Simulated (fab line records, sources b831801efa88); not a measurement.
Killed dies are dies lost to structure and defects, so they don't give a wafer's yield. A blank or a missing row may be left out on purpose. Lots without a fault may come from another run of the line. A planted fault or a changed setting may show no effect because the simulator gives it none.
Which tool did it? | flow gf180mcu | 13 lots, 39 wafers sampled, at 4 steps of a route of 602

WHAT THE GAUGES READ, wafer by wafer
GF_VT_IMPLANT_RS_MEAS_49: measures by four-point-probe.
lot  | measured     | on            | MVPSD_RS (ohm/sq)
L717 | day 7 11:05  | film_metro-04 | 1168 1167 1164
L718 | day 7 19:40  | film_metro-02 | 1170 1174 1171
L720 | day 8 09:21  | film_metro-02 | 1170 1170 1173
L721 | day 8 17:58  | film_metro-04 | 1168 1168 1170
L723 | day 9 05:44  | film_metro-03 | 1174 1169 1174
L724 | day 9 15:54  | film_metro-02 | 1174 1169 1169
L725 | day 9 18:58  | film_metro-02 | 1171 1174 1172
L726 | day 9 23:21  | film_metro-04 | 1168 1166 1166
L728 | day 10 16:29 | film_metro-03 | 1172 1172 1172
L730 | day 11 04:10 | film_metro-04 | 1166 1168 1167
L733 | day 12 01:54 | film_metro-04 | 1172 1168 1170
L734 | day 12 06:28 | film_metro-02 | 1170 1169 1169
L736 | day 12 23:04 | film_metro-04 | 1163 1159 1162

GF_HV_LDD_CD_MEAS_19: target cd 400 nm.
lot  | measured     | on        | cd_nm (nm)
L717 | day 10 15:16 | cd_sem-01 | 398.8 400.9 401.2
L718 | day 11 03:19 | cd_sem-01 | 400.4 399.4 399.4
L720 | day 11 17:09 | cd_sem-02 | 402.0 399.9 398.9
L721 | day 12 05:58 | cd_sem-01 | 400.8 398.7 400.5
L723 | day 12 19:30 | cd_sem-02 | 405.2 405.4 402.5
L724 | day 13 03:02 | cd_sem-02 | 399.2 400.7 397.9
L725 | day 13 09:01 | cd_sem-02 | 401.5 402.3 399.2
L726 | day 13 11:40 | cd_sem-02 | 400.3 401.3 401.5
L728 | day 14 04:34 | cd_sem-01 | 395.6 397.0 394.6
L730 | day 14 19:19 | cd_sem-01 | 398.1 397.2 398.0
L733 | day 15 17:43 | cd_sem-01 | 402.3 402.1 403.4
L734 | day 16 02:10 | cd_sem-02 | 402.3 405.2 401.7
L736 | day 16 17:37 | cd_sem-02 | 401.0 399.6 399.0

WHICH TOOL RAN EACH LOT (tool, then ch and the chambers of the sampled wafers, then the start)
lot  | GF_HV_LDD_COAT_02                 | GF_HV_LDD_STRIP_10
L717 | litho_track-03 ch 0, day 9 12:40  | plasma_asher-02 ch 0,1, day 9 22:11
L718 | litho_track-02 ch 0, day 10 00:16 | plasma_asher-02 ch 0,1, day 10 09:04
L720 | litho_track-02 ch 0, day 10 13:37 | plasma_asher-02 ch 0,1, day 10 22:42
L721 | litho_track-04 ch 0, day 11 01:47 | plasma_asher-01 ch 0,1, day 11 11:27
L723 | litho_track-04 ch 0, day 11 15:00 | plasma_asher-01 ch 0,1, day 12 00:42
L724 | litho_track-04 ch 0, day 11 22:00 | plasma_asher-02 ch 0,1, day 12 07:59
L725 | litho_track-02 ch 0, day 12 02:13 | plasma_asher-01 ch 0,1, day 12 12:31
L726 | litho_track-04 ch 0, day 12 05:54 | plasma_asher-02 ch 0,1, day 12 16:08
L728 | litho_track-02 ch 0, day 12 22:02 | plasma_asher-02 ch 0,1, day 13 08:16
L730 | litho_track-03 ch 0, day 13 12:02 | plasma_asher-02 ch 0,1, day 13 22:53
L733 | litho_track-03 ch 0, day 14 10:38 | plasma_asher-02 ch 0,1, day 14 21:07
L734 | litho_track-03 ch 0, day 14 17:38 | plasma_asher-04 ch 0,1, day 15 04:36
L736 | litho_track-03 ch 0, day 15 07:47 | plasma_asher-04 ch 0,1, day 15 19:02
- GF_HV_LDD_COAT_02: resist thk 1000 nm.
- GF_HV_LDD_STRIP_10: strips in O2/N2.

WHAT THE TOOLS THEMSELVES READ (means of the sampled wafers that have a number; where no wafer has one, the mark that the record gives instead)
GF_HV_LDD_COAT_02.
lot  | tool           | spin_speed_rpm (rpm)
L717 | litho_track-03 | 2998.9
L718 | litho_track-02 | 3001.4
L720 | litho_track-02 | 2999.8
L721 | litho_track-04 | 2999.1
L723 | litho_track-04 | 3000.9
L724 | litho_track-04 | 3000.8
L725 | litho_track-02 | 3001.9
L726 | litho_track-04 | 2999.2
L728 | litho_track-02 | 2996.6
L730 | litho_track-03 | 2999.8
L733 | litho_track-03 | 3148.3
L734 | litho_track-03 | 3151.0
L736 | litho_track-03 | 3150.7

GF_HV_LDD_STRIP_10.
lot  | tool            | drypump_motor_current_A (A) | heater_power_w (W) | oes_product_au (a.u.) | platen_temp_c (C) | strip_time_to_endpoint_s (s)
L717 | plasma_asher-02 | 5.9                         | 307                | 0.714                 | 249.88            | 12.64
L718 | plasma_asher-02 | 6.2                         | 304                | 0.719                 | 250.05            | 12.59
L720 | plasma_asher-02 | 5.9                         | 310                | 0.714                 | 250.06            | 12.62
L721 | plasma_asher-01 | 5.8                         | 287                | 0.716                 | 250.16            | 12.65
L723 | plasma_asher-01 | 5.7                         | 319                | 0.718                 | 249.84            | 12.67
L724 | plasma_asher-02 | 6.2                         | 297                | 0.718                 | 249.96            | 12.65
L725 | plasma_asher-01 | 5.7                         | 288                | 0.717                 | 249.98            | 12.55
L726 | plasma_asher-02 | 5.9                         | 312                | 0.716                 | 250.19            | 12.67
L728 | plasma_asher-02 | 6.1                         | 296                | 0.720                 | 250.02            | 12.61
L730 | plasma_asher-02 | 5.9                         | 307                | 0.718                 | 249.96            | 12.61
L733 | plasma_asher-02 | 5.9                         | 312                | 0.715                 | 250.20            | 12.36
L734 | plasma_asher-04 | 5.3                         | 301                | 0.716                 | 249.86            | 12.36
L736 | plasma_asher-04 | 5.6                         | 277                | 0.714                 | 250.03            | 12.41

THE ANSWER, worked out from the rows above alone
Rule: what is usual is taken from the lots themselves. Put in order of their means at a reading, lots are off if they are a third of the lots or fewer, leave a main group of 4 or more, and stand apart from it by a gap of 3 or more times the standard deviation of the main group's means; of several such gaps the widest counts. A main group whose means are all the same, to the digits that the tables above print for the reading, isn't used. A lot without any number at a reading at which 4 lots or more have one is off too. The other lots that the step has rows for count as sound. The gauges are gone through in route order, then the tools' own readings, and for those a lot's mean is taken as printed above. The first step at which some lot is off is used, and at that step the reading that is off furthest; a lot without a number counts as furthest.
Off: L733, L734, L736, at GF_HV_LDD_COAT_02 (spin_speed_rpm). The main group: mean 2999.8 rpm, standard deviation 1.5.
A tool fits if, at that step or a process step before it, it ran every lot that is off, and no sound lot after the first of them. One fits: litho_track-03 at GF_HV_LDD_COAT_02. Its last sound lot is L730 (day 13 12:02), its first lot that is off L733 (day 14 10:38): a fault that began between those two fits.
The tool's own readings at GF_HV_LDD_COAT_02 bear it out: on the lots that are off they differ by more than 5 times the standard deviation of the sound lots' means. spin_speed_rpm reads 3150.0 rpm there against 2999.8 rpm on the sound lots.

WHAT THE SIMULATOR HAD PUT IN
Process parameter drift: litho_track-03, from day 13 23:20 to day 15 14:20, at GF_HV_LDD_COAT_02. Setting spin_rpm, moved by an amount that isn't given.
Lots struck among those shown: L733, L734, L736. The rule above found the same.
